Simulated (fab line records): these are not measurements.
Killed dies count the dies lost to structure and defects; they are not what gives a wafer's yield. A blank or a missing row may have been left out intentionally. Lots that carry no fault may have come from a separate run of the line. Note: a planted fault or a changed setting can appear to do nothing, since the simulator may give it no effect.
Which tool did it? + flow sfqLine + Sampling: 14 lots, 42 wafers, 5 of 325 route steps

== WHAT EACH GAUGE READ, for each wafer ==
No reading from a measuring or inspecting step in the record can be judged against a usual standard deviation.

== WHICH TOOL RAN EACH LOT (tool, then ch and the chambers of the sampled wafers, then the start) ==
| lot  | SFQ_TRILAYER_I5_STRIP_STRIP_148  | SFQ_TRILAYER_M6_BARC_OPEN_METAL_ETCH_206 | SFQ_TRILAYER_I6_DEP_PECVD_165   | SFQ_TRILAYER_I7_DEP_PECVD_183   | SFQ_TRILAYER_I7_CMP_CMP_184   |
|------|----------------------------------|------------------------------------------|---------------------------------|---------------------------------|-------------------------------|
| L701 | rieMetal-01 ch 0,1, day 55 11:34 | rieMetal-01 ch 0,1, day 60 11:28         | pecvd-04 ch 0,1,2, day 60 12:27 | pecvd-03 ch 0,1,2, day 65 17:30 | cmp-02 ch 2,3, day 65 18:02   |
| L704 | rieMetal-04 ch 0,1, day 55 19:46 | rieMetal-01 ch 0,1, day 60 16:15         | pecvd-01 ch 0,1,2, day 60 17:13 | pecvd-04 ch 0,2, day 69 21:52   | cmp-01 ch 0,1,2, day 69 22:26 |
| L703 | rieMetal-04 ch 0,1, day 55 22:22 | rieMetal-02 ch 0,1, day 60 17:36         | pecvd-04 ch 0,1, day 60 18:35   | pecvd-02 ch 0,1,2, day 70 00:34 | cmp-01 ch 0,2, day 70 00:56   |
| L705 | rieMetal-04 ch 0,1, day 56 00:46 | rieMetal-01 ch 0, day 60 18:49           | pecvd-02 ch 0,1, day 60 20:34   | pecvd-02 ch 0,2, day 70 02:58   | cmp-02 ch 2,3, day 70 06:23   |
| L706 | rieMetal-01 ch 0,1, day 56 05:22 | rieMetal-02 ch 0,1, day 60 19:59         | pecvd-01 ch 0,1,2, day 60 20:56 | pecvd-02 ch 1,2, day 70 05:22   | cmp-02 ch 1,2,3, day 70 09:53 |
| L714 | rieMetal-01 ch 0,1, day 62 16:34 | rieMetal-02 ch 0,1, day 68 08:54         | pecvd-04 ch 0,1,2, day 68 09:52 | pecvd-04 ch 0,1, day 76 11:11   | cmp-01 ch 1,2,3, day 76 12:16 |
| L715 | rieMetal-04 ch 1, day 62 17:46   | rieMetal-01 ch 0,1, day 68 10:06         | pecvd-01 ch 0,2, day 68 11:04   | pecvd-02 ch 0,1,2, day 76 13:10 | cmp-02 ch 0,2, day 76 13:15   |
| L716 | rieMetal-04 ch 1, day 62 20:35   | rieMetal-04 ch 0,1, day 68 11:18         | pecvd-02 ch 0,1,2, day 68 12:16 | pecvd-03 ch 0,1,2, day 76 13:34 | cmp-01 ch 0,1,3, day 76 15:16 |
| L717 | rieMetal-03 ch 0,1, day 63 00:46 | rieMetal-02 ch 0,1, day 68 12:31         | pecvd-04 ch 0,1,2, day 68 13:30 | pecvd-04 ch 0,1,2, day 76 16:01 | cmp-01 ch 0,1, day 76 17:46   |
| L719 | rieMetal-04 ch 0,1, day 68 05:29 | rieMetal-04 ch 0,1, day 70 00:03         | pecvd-04 ch 0,1, day 70 01:01   | pecvd-02 ch 0,1,2, day 77 17:19 | cmp-02 ch 0,1,2, day 77 18:40 |
| L721 | rieMetal-01 ch 0, day 72 03:25   | rieMetal-04 ch 0,1, day 72 12:58         | pecvd-01 ch 1,2, day 72 13:56   | pecvd-04 ch 0,1,2, day 78 01:44 | cmp-01 ch 0,1,3, day 78 03:38 |
| L722 | rieMetal-04 ch 0,1, day 73 20:34 | rieMetal-04 ch 0,1, day 74 12:47         | pecvd-02 ch 0,1, day 74 13:44   | pecvd-02 ch 1,2, day 78 08:55   | cmp-01 ch 0,3, day 78 08:59   |
| L723 | rieMetal-01 ch 0,1, day 73 22:58 | rieMetal-02 ch 1, day 74 14:01           | pecvd-01 ch 0,1,2, day 74 15:44 | pecvd-03 ch 0,1,2, day 78 13:42 | cmp-02 ch 0,2,3, day 78 14:52 |
| L724 | rieMetal-01 ch 0,1, day 74 01:10 | rieMetal-04 ch 1, day 74 15:11           | pecvd-04 ch 0,1,2, day 74 16:55 | pecvd-02 ch 1,2, day 78 14:54   | cmp-01 ch 0,3, day 78 15:40   |
- SFQ_TRILAYER_I5_STRIP_STRIP_148: strips in O2.
- SFQ_TRILAYER_M6_BARC_OPEN_METAL_ETCH_206: etches BARC in O2, target depth 125 nm, time 41.7 s.
- SFQ_TRILAYER_I6_DEP_PECVD_165: deposits SiO2 from SiH4/N2O, time 111.11 s, target thk 500 nm.
- SFQ_TRILAYER_I7_DEP_PECVD_183: deposits SiO2 from SiH4/N2O, time 111.11 s, target thk 500 nm.
- SFQ_TRILAYER_I7_CMP_CMP_184: polishes SiO2.

== AS READ BY THE TOOLS THEMSELVES (means over the sampled wafers that have a number; for cases with no such wafer, the mark the record gives instead) ==
SFQ_TRILAYER_I5_STRIP_STRIP_148.
| lot  | tool        | drypumpMotorCurrentA (A) | oesProductAu (a.u.) |
|------|-------------|--------------------------|---------------------|
| L701 | rieMetal-01 | 5.80                     | 1.011               |
| L704 | rieMetal-04 | 5.44                     | 1.006               |
| L703 | rieMetal-04 | 5.64                     | 1.010               |
| L705 | rieMetal-04 | 5.65                     | 1.012               |
| L706 | rieMetal-01 | 5.78                     | 0.998               |
| L714 | rieMetal-01 | 5.75                     | 1.007               |
| L715 | rieMetal-04 | 5.83                     | 1.006               |
| L716 | rieMetal-04 | 5.84                     | 1.012               |
| L717 | rieMetal-03 | 6.11                     | 0.997               |
| L719 | rieMetal-04 | 5.64                     | 1.010               |
| L721 | rieMetal-01 | 5.71                     | 1.011               |
| L722 | rieMetal-04 | 5.44                     | 1.002               |
| L723 | rieMetal-01 | 5.74                     | 0.996               |
| L724 | rieMetal-01 | 5.73                     | 0.996               |

SFQ_TRILAYER_M6_BARC_OPEN_METAL_ETCH_206.
| lot  | tool        | biasW (W) | drypumpMotorCurrentA (A) | oesProductAu (a.u.) | rfFwdPowerW (W) |
|------|-------------|-----------|--------------------------|---------------------|-----------------|
| L701 | rieMetal-01 | 79.81     | 5.8                      | 0.687               | 593.8           |
| L704 | rieMetal-01 | 80.15     | 5.8                      | 0.686               | 593.9           |
| L703 | rieMetal-02 | 79.75     | 6.3                      | 0.687               | 594.3           |
| L705 | rieMetal-01 | 79.97     | 5.7                      | 0.684               | 596.0           |
| L706 | rieMetal-02 | 79.63     | 6.3                      | 0.685               | 596.0           |
| L714 | rieMetal-02 | 80.01     | 6.3                      | 0.687               | 594.7           |
| L715 | rieMetal-01 | 80.18     | 5.8                      | 0.683               | 594.1           |
| L716 | rieMetal-04 | 80.07     | 5.4                      | 0.683               | 591.7           |
| L717 | rieMetal-02 | 79.92     | 6.3                      | 0.689               | 593.3           |
| L719 | rieMetal-04 | 80.07     | 5.5                      | 0.687               | 591.8           |
| L721 | rieMetal-04 | 79.94     | 5.6                      | 0.685               | 591.4           |
| L722 | rieMetal-04 | 79.85     | 5.4                      | 0.683               | 593.1           |
| L723 | rieMetal-02 | 80.07     | 6.2                      | 0.684               | 592.0           |
| L724 | rieMetal-04 | 79.83     | 5.8                      | 0.682               | 592.6           |

SFQ_TRILAYER_I6_DEP_PECVD_165.
| lot  | tool     | heaterPowerW (W) | rfFwdPowerW (W) | runLengthS (s) | throttleValvePct (%) |
|------|----------|------------------|-----------------|----------------|----------------------|
| L701 | pecvd-04 | 78               | 182.6           | 139.2          | 23.4                 |
| L704 | pecvd-01 | 91               | 182.5           | 139.3          | 26.8                 |
| L703 | pecvd-04 | 89               | 181.9           | 138.6          | 23.2                 |
| L705 | pecvd-02 | 94               | 182.6           | 139.7          | 28.3                 |
| L706 | pecvd-01 | 89               | 182.6           | 139.2          | 26.6                 |
| L714 | pecvd-04 | 82               | 181.8           | 139.4          | 23.9                 |
| L715 | pecvd-01 | 94               | 182.8           | 139.0          | 26.9                 |
| L716 | pecvd-02 | 71               | 182.0           | 139.5          | 27.2                 |
| L717 | pecvd-04 | 80               | 181.9           | 139.1          | 23.9                 |
| L719 | pecvd-04 | 80               | 181.9           | 138.7          | 24.2                 |
| L721 | pecvd-01 | 90               | 182.5           | 139.1          | 26.4                 |
| L722 | pecvd-02 | 87               | 181.5           | 139.4          | 22.9                 |
| L723 | pecvd-01 | 88               | 182.6           | 139.3          | 27.2                 |
| L724 | pecvd-04 | 80               | 181.7           | 139.3          | 24.2                 |

SFQ_TRILAYER_I7_DEP_PECVD_183.
| lot  | tool     | heaterPowerW (W) | rfFwdPowerW (W) | runLengthS (s) | throttleValvePct (%) |
|------|----------|------------------|-----------------|----------------|----------------------|
| L701 | pecvd-03 | 85               | 182.8           | 139.1          | 23.6                 |
| L704 | pecvd-04 | 77               | 182.7           | 139.3          | 23.4                 |
| L703 | pecvd-02 | 73               | 182.5           | 140.0          | 27.1                 |
| L705 | pecvd-02 | 54               | 182.4           | 132.7          | 25.6                 |
| L706 | pecvd-02 | 64               | 181.9           | 132.0          | 27.2                 |
| L714 | pecvd-04 | 86               | 181.8           | 138.9          | 24.9                 |
| L715 | pecvd-02 | 70               | 181.9           | 139.8          | 23.2                 |
| L716 | pecvd-03 | 80               | 182.9           | 139.1          | 24.3                 |
| L717 | pecvd-04 | 86               | 182.2           | 139.2          | 24.3                 |
| L719 | pecvd-02 | 73               | 182.0           | 139.5          | 23.4                 |
| L721 | pecvd-04 | 78               | 181.7           | 139.2          | 24.5                 |
| L722 | pecvd-02 | 81               | 182.0           | 139.6          | 23.5                 |
| L723 | pecvd-03 | 85               | 182.5           | 139.1          | 24.3                 |
| L724 | pecvd-02 | 80               | 182.0           | 139.4          | 23.5                 |

SFQ_TRILAYER_I7_CMP_CMP_184.
| lot  | tool   | motorCurrentA (A) | platenRpm (rpm) | timeToEndpointS (s) |
|------|--------|-------------------|-----------------|---------------------|
| L701 | cmp-02 | 8.3               | 60.00           | 215                 |
| L704 | cmp-01 | 10.5              | 60.01           | 209                 |
| L703 | cmp-01 | 10.4              | 60.02           | 224                 |
| L705 | cmp-02 | 8.5               | 60.04           | 196                 |
| L706 | cmp-02 | 9.6               | 60.00           | 191                 |
| L714 | cmp-01 | 10.5              | 59.97           | 209                 |
| L715 | cmp-02 | 10.5              | 59.96           | 222                 |
| L716 | cmp-01 | 10.3              | 59.98           | 219                 |
| L717 | cmp-01 | 9.7               | 59.99           | 208                 |
| L719 | cmp-02 | 10.5              | 60.03           | 214                 |
| L721 | cmp-01 | 10.3              | 60.03           | 215                 |
| L722 | cmp-01 | 10.1              | 59.97           | 236                 |
| L723 | cmp-02 | 9.5               | 59.99           | 211                 |
| L724 | cmp-01 | 10.6              | 60.00           | 226                 |

== THE ANSWER, worked out from the rows above alone ==
Rule: what is usual is taken from the lots themselves. Put in order of their means at a reading, lots are off if they are a third of the lots or fewer, leave a main group of 4 or more, and stand apart from it by a gap of 3 or more times the standard deviation of the main group's means; of several such gaps the widest counts. A main group is skipped when, at the precision printed for the reading in the tables above, its means are all equal. A lot without any number at a reading at which 4 lots or more have one is off too. All remaining lots with rows at the step are treated as sound. The gauges are gone through in route order, then the tools' own readings, and for those a lot's mean is taken as printed above. The first step at which some lot is off is used, and at that step the reading that is off furthest; a lot without a number counts as furthest.
Off, at SFQ_TRILAYER_I7_DEP_PECVD_183 on runLengthS: L705, L706. The main group: mean 139.3 s, standard deviation 0.31.
If a tool, at that step or one of the process steps before it, ran each lot that is off and ran no sound lot following the first of them, it fits. None of those tried fits.

== WHAT WAS PUT IN BY THE SIMULATOR ==
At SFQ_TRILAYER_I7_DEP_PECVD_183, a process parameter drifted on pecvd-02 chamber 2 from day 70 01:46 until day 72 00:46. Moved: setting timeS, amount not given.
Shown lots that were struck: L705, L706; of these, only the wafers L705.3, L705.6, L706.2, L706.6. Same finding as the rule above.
